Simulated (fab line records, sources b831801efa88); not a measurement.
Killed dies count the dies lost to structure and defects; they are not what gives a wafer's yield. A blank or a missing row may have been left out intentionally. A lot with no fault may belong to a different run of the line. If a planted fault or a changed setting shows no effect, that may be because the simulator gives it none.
The tool behind it: which one? -- flow sky130 -- 13 lots, 39 wafers sampled, at 2 steps of a route of 708

## WHAT THE GAUGES READ, wafer by wafer
SKY_NWELL_TW_MEAS_15. Usual: for NWELL_TW the level is 1814 and the standard deviation is 19.
lot,measured,on,NWELL_TW,flag
L358,day 4 23:38,film_metro-01,1798 1799 1804,
L359,day 5 04:22,film_metro-02,1831 1827 1832,
L360,day 5 07:22,film_metro-01,1811 1811 1798,
L361,day 5 13:40,film_metro-02,1832 1831 1821,
L363,day 6 05:01,film_metro-02,1827 1839 1818,
L364,day 6 06:23,film_metro-01,1806 1803 1805,
L372,day 8 03:53,film_metro-01,1827 1823 1828,
L374,day 8 21:53,film_metro-01,1821 1830 1817,
L375,day 9 04:01,film_metro-01,1813 1809 1812,
L376,day 9 12:43,film_metro-01,1821 1823 1809,
L377,day 9 16:19,film_metro-04,1787 1778 1783,
L378,day 9 16:43,film_metro-04,1791 1789 1786,
L380,day 10 07:37,film_metro-02,1827 1834 1823,

## EACH LOT AND THE TOOL THAT RAN IT (in order: tool; ch and the chambers of the sampled wafers; start)
lot,SKY_DNWELL_STRIP_08
L358,"plasma_asher-02 ch 1, day 3 12:47"
L359,"plasma_asher-02 ch 0,1, day 3 16:17"
L360,"plasma_asher-04 ch 0,1, day 3 20:02"
L361,"plasma_asher-03 ch 0,1, day 4 01:19"
L363,"plasma_asher-04 ch 0,1, day 4 15:50"
L364,"plasma_asher-04 ch 0,1, day 4 17:00"
L372,"plasma_asher-03 ch 0,1, day 6 13:16"
L374,"plasma_asher-02 ch 0,1, day 7 04:48"
L375,"plasma_asher-04 ch 0,1, day 7 10:32"
L376,"plasma_asher-04 ch 0,1, day 7 18:04"
L377,"plasma_asher-04 ch 0,1, day 7 23:41"
L378,"plasma_asher-03 ch 0,1, day 7 23:51"
L380,"plasma_asher-04 ch 0, day 8 13:17"
- SKY_DNWELL_STRIP_08: strips in O2/N2.

## WHAT THE TOOLS THEMSELVES READ (means of the sampled wafers that have a number; where no wafer has one, the mark that the record gives instead)
SKY_DNWELL_STRIP_08. Usual: drypump_motor_current_A 5.73 A, standard deviation 0.3; oes_product_au 0.722 a.u., standard deviation 0.0044; strip_time_to_endpoint_s 36.91 s, standard deviation 0.1.
lot,tool,drypump_motor_current_A (A),oes_product_au (a.u.),strip_time_to_endpoint_s (s),flag
L358,plasma_asher-02,5.70,0.725,36.96,
L359,plasma_asher-02,5.50,0.727,36.90,
L360,plasma_asher-04,5.86,0.725,36.99,
L361,plasma_asher-03,5.44,0.723,37.01,
L363,plasma_asher-04,5.84,0.722,36.98,
L364,plasma_asher-04,5.94,0.721,36.85,
L372,plasma_asher-03,5.68,0.724,36.78,
L374,plasma_asher-02,5.48,0.725,36.94,
L375,plasma_asher-04,5.86,0.725,36.75,
L376,plasma_asher-04,5.96,0.720,36.95,
L377,plasma_asher-04,5.97,0.723,36.79,
L378,plasma_asher-03,5.43,0.721,36.69,
L380,plasma_asher-04,6.10,0.724,36.95,

## THE ANSWER, worked out from the rows above alone
Rule: a lot counts as off when the mean over its wafers that have a number is more than 3 standard deviations away from the usual mean. Also off: a lot with no number at a reading for which 4 or more lots have one. All remaining lots with rows at the step are treated as sound. After the gauges, taken in route order, come the tools' own readings; for these a lot's mean is taken, as printed above. The first step at which some lot is off is used, and at that step the reading that is off furthest; a lot without a number counts as furthest.
No lot is off on any of the readings shown, so nothing can be concluded from this.

## WHAT HAD BEEN PUT IN BY THE SIMULATOR
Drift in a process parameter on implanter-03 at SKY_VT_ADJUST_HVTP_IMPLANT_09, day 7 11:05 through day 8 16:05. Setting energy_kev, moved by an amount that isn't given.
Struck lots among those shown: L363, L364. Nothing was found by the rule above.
